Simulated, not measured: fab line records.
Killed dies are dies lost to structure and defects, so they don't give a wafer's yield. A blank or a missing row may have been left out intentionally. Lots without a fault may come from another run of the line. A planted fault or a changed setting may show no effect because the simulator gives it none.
Which tool did it? ; flow gf180mcu ; 15 lots with 45 wafers sampled at 6 steps, on a route of 602 steps

## WHAT THE GAUGES SHOWED, per wafer
GF_POLY_GATE_OVL_MEAS_11. Usual: for POLY_GATE_OVL the level is -3 nm and the standard deviation is 5.1.
lot;measured;on;POLY_GATE_OVL (nm);flag
L305;day 9 21:26;overlay-01;-8 -9 -3;
L307;day 10 08:53;overlay-02;2 -1 -4;
L308;day 10 22:52;overlay-02;-3 -6 -8;
L309;day 11 00:11;overlay-01;-2 0 1;
L311;day 11 16:52;overlay-02;4 6 8;
L312;day 12 00:41;overlay-02;-1 -4 2;
L313;day 12 07:26;overlay-01;-10 -1 -5;
L314;day 12 11:31;overlay-01;-6 -2 0;
L315;day 13 01:40;overlay-01;-7 -4 -11;
L316;day 13 03:01;overlay-01;-13 -9 -7;
L317;day 13 11:22;overlay-01;-5 -6 -5;
L322;day 14 19:46;overlay-01;-10 -1 -6;
L324;day 15 12:28;overlay-02;-5 0 3;
L325;day 15 16:28;overlay-01;1 1 7;
L326;day 16 03:01;overlay-02;-8 -7 -6;

GF_HV_LDD_TW_MEAS_23. Usual: for HV_LDD_2_TW the level is 1054 and the standard deviation is 5.4.
lot;measured;on;HV_LDD_2_TW;flag
L305;day 11 11:54;film-metro-03;1049 1046 1042;
L307;day 12 01:58;film-metro-03;1055 1055 1053;
L308;day 12 15:34;film-metro-04;1059 1056 1060;
L309;day 12 19:25;film-metro-01;1060 1059 1061;
L311;day 13 09:56;film-metro-01;1062 1062 1060;
L312;day 13 18:50;film-metro-04;1048 1048 1046;
L313;day 14 01:47;film-metro-03;1051 1065 1053;
L314;day 14 07:48;film-metro-04;1062 1058 1061;
L315;day 14 21:25;film-metro-01;1056 1060 1055;
L316;day 15 00:14;film-metro-01;1051 1052 1056;
L317;day 15 07:19;film-metro-03;1054 1059 1050;
L322;day 16 19:01;film-metro-01;1055 1053 1055;
L324;day 17 08:58;film-metro-03;1047 1047 1048;
L325;day 17 12:46;film-metro-01;1047 1050 1052;
L326;day 18 00:56;film-metro-04;1060 1066 1060;

GF_HV_LDD_TW_MEAS_38. Usual: for HV_LDD_3_TW the level is 1436 and the standard deviation is 7.1.
lot;measured;on;HV_LDD_3_TW;flag
L305;day 12 07:33;film-metro-01;1439 1445 1447;
L307;day 12 22:17;film-metro-03;1433 1436 1427;
L308;day 13 13:03;film-metro-03;1427 1425 1421;
L309;day 13 16:08;film-metro-01;1453 1438 1436;
L311;day 14 07:29;film-metro-03;1425 1438 1437;
L312;day 14 19:07;film-metro-04;1446 1447 1441;
L313;day 14 23:28;film-metro-01;1437 1434 1434;
L314;day 15 03:39;film-metro-01;1311 1312 1306;OFF
L315;day 15 19:21;film-metro-01;1304 1301 1313;OFF
L316;day 15 22:54;film-metro-01;1305 1304 1310;OFF
L317;day 16 05:10;film-metro-01;1430 1422 1434;
L322;day 17 16:00;film-metro-04;1447 1433 1437;
L324;day 18 08:29;film-metro-04;1441 1436 1448;
L325;day 18 11:45;film-metro-03;1439 1431 1437;
L326;day 19 01:22;film-metro-04;1432 1433 1430;

GF_HV_LDD_RS_MEAS_53: measurement is done with a four-point probe. Usual: for HV_LDD_RS the level is 418.3 ohm/sq and the standard deviation is 0.85.
lot;measured;on;HV_LDD_RS (ohm/sq);flag
L305;day 13 03:56;film-metro-04;419.5 417.4 417.6;
L307;day 13 18:45;film-metro-03;419.0 420.2 419.7;
L308;day 14 10:32;film-metro-01;419.8 419.0 418.4;
L309;day 14 18:17;film-metro-01;418.4 418.1 418.8;
L311;day 15 03:05;film-metro-04;418.0 417.2 418.1;
L312;day 15 16:07;film-metro-03;418.6 418.4 417.9;
L313;day 15 21:46;film-metro-03;419.6 418.6 418.5;
L314;day 16 01:49;film-metro-03;440.6 439.6 439.5;OFF
L315;day 16 18:04;film-metro-03;439.4 439.9 439.7;OFF
L316;day 16 21:19;film-metro-01;439.6 441.0 440.9;OFF
L317;day 17 03:05;film-metro-04;419.0 419.5 418.2;
L322;day 18 15:59;film-metro-03;417.5 419.3 418.0;
L324;day 19 08:23;film-metro-01;418.2 418.4 417.8;
L325;day 19 12:05;film-metro-01;417.1 416.8 416.5;
L326;day 20 01:40;film-metro-01;418.1 418.5 418.5;

## EACH LOT AND THE TOOL THAT RAN IT (in order: tool; ch and the chambers of the sampled wafers; start)
lot;GF_HV_LDD_STRIP_10;GF_HV_LDD_IMPLANT_34
L305;plasma-asher-02 ch 0,1, day 10 17:27;implanter-01 ch 0, day 12 07:01
L307;plasma-asher-02 ch 0,1, day 11 06:13;implanter-04 ch 0, day 12 21:46
L308;plasma-asher-01 ch 0,1, day 11 19:56;implanter-03 ch 0, day 13 12:31
L309;plasma-asher-03 ch 0,1, day 11 23:35;implanter-01 ch 0, day 13 15:37
L311;plasma-asher-02 ch 0,1, day 12 14:01;implanter-01 ch 0, day 14 06:56
L312;plasma-asher-01 ch 0,1, day 12 22:32;implanter-01 ch 0, day 14 18:36
L313;plasma-asher-03 ch 0,1, day 13 05:02;implanter-01 ch 0, day 14 22:56
L314;plasma-asher-01 ch 0,1, day 13 10:19;implanter-01, day 15 03:06
L315;plasma-asher-01 ch 1, day 14 00:10;implanter-04, day 15 18:48
L316;plasma-asher-02 ch 0,1, day 14 02:25;implanter-04, day 15 22:21
L317;plasma-asher-01 ch 0,1, day 14 10:30;implanter-04 ch 0, day 16 04:38
L322;plasma-asher-01 ch 0,1, day 15 19:59;implanter-04 ch 0, day 17 15:28
L324;plasma-asher-01 ch 0,1, day 16 12:30;implanter-03 ch 0, day 18 07:56
L325;plasma-asher-01 ch 0,1, day 16 15:45;implanter-04 ch 0, day 18 11:12
L326;plasma-asher-01 ch 0,1, day 17 02:37;implanter-01 ch 0, day 19 00:51
- GF_HV_LDD_STRIP_10: strips in O2/N2.
- GF_HV_LDD_IMPLANT_34

## AS READ BY THE TOOLS THEMSELVES (means over the sampled wafers that have a number; for cases with no such wafer, the mark the record gives instead)
GF_HV_LDD_STRIP_10. Usual: chamber-pressure-mTorr 1500.0 mTorr, standard deviation 1.5; drypump-motor-current-A 5.7 A, standard deviation 0.47; heater-power-w 349 W, standard deviation 31; oes-product-au 0.716 a.u., standard deviation 0.0043; strip-time-to-endpoint-s 12.62 s, standard deviation 0.039.
lot;tool;chamber-pressure-mTorr (mTorr);drypump-motor-current-A (A);heater-power-w (W);oes-product-au (a.u.);strip-time-to-endpoint-s (s);flag
L305;plasma-asher-02;1499.9;6.0;341;0.715;12.68;
L307;plasma-asher-02;1499.3;6.0;333;0.718;12.65;
L308;plasma-asher-01;1500.3;5.6;361;0.713;12.68;
L309;plasma-asher-03;1500.1;5.7;373;0.715;12.61;
L311;plasma-asher-02;1499.6;6.1;339;0.718;12.63;
L312;plasma-asher-01;1499.0;5.4;339;0.714;12.62;
L313;plasma-asher-03;1500.0;5.9;373;0.717;12.65;
L314;plasma-asher-01;1500.7;5.6;365;0.715;12.63;
L315;plasma-asher-01;1500.3;5.8;380;0.714;12.65;
L316;plasma-asher-02;1498.6;6.5;338;0.716;12.60;
L317;plasma-asher-01;1501.6;5.6;355;0.719;12.56;
L322;plasma-asher-01;1500.5;5.6;361;0.717;12.59;
L324;plasma-asher-01;1498.6;5.5;332;0.717;12.59;
L325;plasma-asher-01;1500.9;5.4;337;0.716;12.58;
L326;plasma-asher-01;1501.4;5.4;337;0.713;12.60;

GF_HV_LDD_IMPLANT_34. Usual: beam-energy-keV 59.999, standard deviation 0.018; beam-on-s 9.97 s, standard deviation 0.19.
lot;tool;beam-energy-keV;beam-on-s (s);flag
L305;implanter-01;59.995;10.06;
L307;implanter-04;59.975;10.02;
L308;implanter-03;60.005;9.99;
L309;implanter-01;59.995;10.11;
L311;implanter-01;59.994;9.96;
L312;implanter-01;60.012;9.81;
L313;implanter-01;60.007;9.99;
L314;implanter-01;-;-;OFF
L315;implanter-04;-;-;OFF
L316;implanter-04;-;-;OFF
L317;implanter-04;59.999;9.99;
L322;implanter-04;60.010;9.85;
L324;implanter-03;59.996;9.97;
L325;implanter-04;59.991;9.80;
L326;implanter-01;59.997;9.98;

## THE ANSWER, worked out from the rows above alone
Rule: a lot counts as off when the mean over its wafers that have a number is more than 3 standard deviations away from the usual mean. A lot without any number at a reading at which 4 lots or more have one is off too. Where the step has rows for the other lots, those lots are counted as sound. Order of review: gauges by route order, followed by the tools' own readings, for which a lot's mean as printed above is used. At the first step where some lot is off, the reading lying furthest off is the one used; lots without a number count as furthest.
Off: L314, L315, L316, seen at GF_HV_LDD_TW_MEAS_38 (HV_LDD_3_TW).
A tool fits if, at a process step before that reading, it ran every lot that is off, and no sound lot after the first of them. Not tried: the gauges at GF_HV_LDD_TW_MEAS_38; whatever is off there is also off at GF_HV_LDD_IMPLANT_34, on other tools, and gauge error can't account for it. Not one of the candidates tried fits.

## WHAT THE SIMULATOR HAD PUT IN
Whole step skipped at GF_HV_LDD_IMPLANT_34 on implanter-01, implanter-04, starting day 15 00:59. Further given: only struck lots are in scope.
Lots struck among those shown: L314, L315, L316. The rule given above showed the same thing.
